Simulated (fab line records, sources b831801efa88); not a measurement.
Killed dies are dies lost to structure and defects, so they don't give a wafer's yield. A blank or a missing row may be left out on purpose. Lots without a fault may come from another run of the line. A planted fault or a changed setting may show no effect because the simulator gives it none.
Chamber matching | flow gf180mcu | GF_V3_CMP_26 on cmp-01: 4 sister chambers
The step polishes, stops on SiO2, t overpolish 15 s, target thk 0 nm. 8 wafers are shown with their chamber, then 12 later ones without.

WAFERS WITH THEIR CHAMBER
wafer  | chamber | motor_current_A (A) | time_to_endpoint_s (s)
L090.5 | 1       | 10.8                | 85
L090.6 | 0       | 10.1                | 89
L091.3 | 2       | 9.9                 | 89
L091.5 | 2       | 9.2                 | 88
L091.6 | 1       | 10.9                | 84
L092.1 | 3       | 12.8                | 85
L092.4 | 0       | 10.9                | 91
L092.6 | 3       | 13.1                | 84

WAFERS WITHOUT THEIR CHAMBER
wafer  | motor_current_A (A) | time_to_endpoint_s (s)
L093.1 | 10.6                | 83
L093.5 | 9.9                 | 89
L093.6 | 11.1                | 88
L094.1 | 10.3                | 95
L094.3 | 13.3                | 88
L094.4 | 9.5                 | 93
L095.2 | 12.3                | 85
L095.3 | 10.1                | 90
L095.6 | 11.6                | 85
L097.2 | 9.1                 | 96
L097.3 | 9.7                 | 93
L097.4 | 13.6                | 86

WHICH CHAMBER EACH WENT THROUGH
wafer  | from the rows above          | in truth
L093.1 | 1                            | 1
L093.5 | can't be placed: 2 or 0      | 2
L093.6 | can't be placed: 0 or 1 or 2 | 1
L094.1 | can't be placed: 0 or 2      | 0
L094.3 | 3                            | 3
L094.4 | can't be placed: 0 or 2      | 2
L095.2 | can't be placed: 3 or 1      | 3
L095.3 | can't be placed: 0 or 2      | 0
L095.6 | can't be placed: 1 or 3      | 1
L097.2 | can't be placed: 0 or 2      | 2
L097.3 | can't be placed: 0 or 2      | 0
L097.4 | 3                            | 3
Placed correctly: 3 of 12. Can't be placed from these rows: 9 (the true chamber is among the candidates in 9). Placed wrongly: 0.
How it was worked out, from the rows above alone: a wafer's distance from a chamber is the root of the sum, over the readings, of the square of ((its reading less the chamber's mean) divided by the reading's scatter). The wafer belongs to the nearest chamber; if the next one is less than 2 further off, it can't be placed. A chamber's mean is the mean of its shown wafers. The scatter: the root of (the sum of the squares of (reading less its chamber's mean) over the shown wafers, divided by (wafers less chambers)).
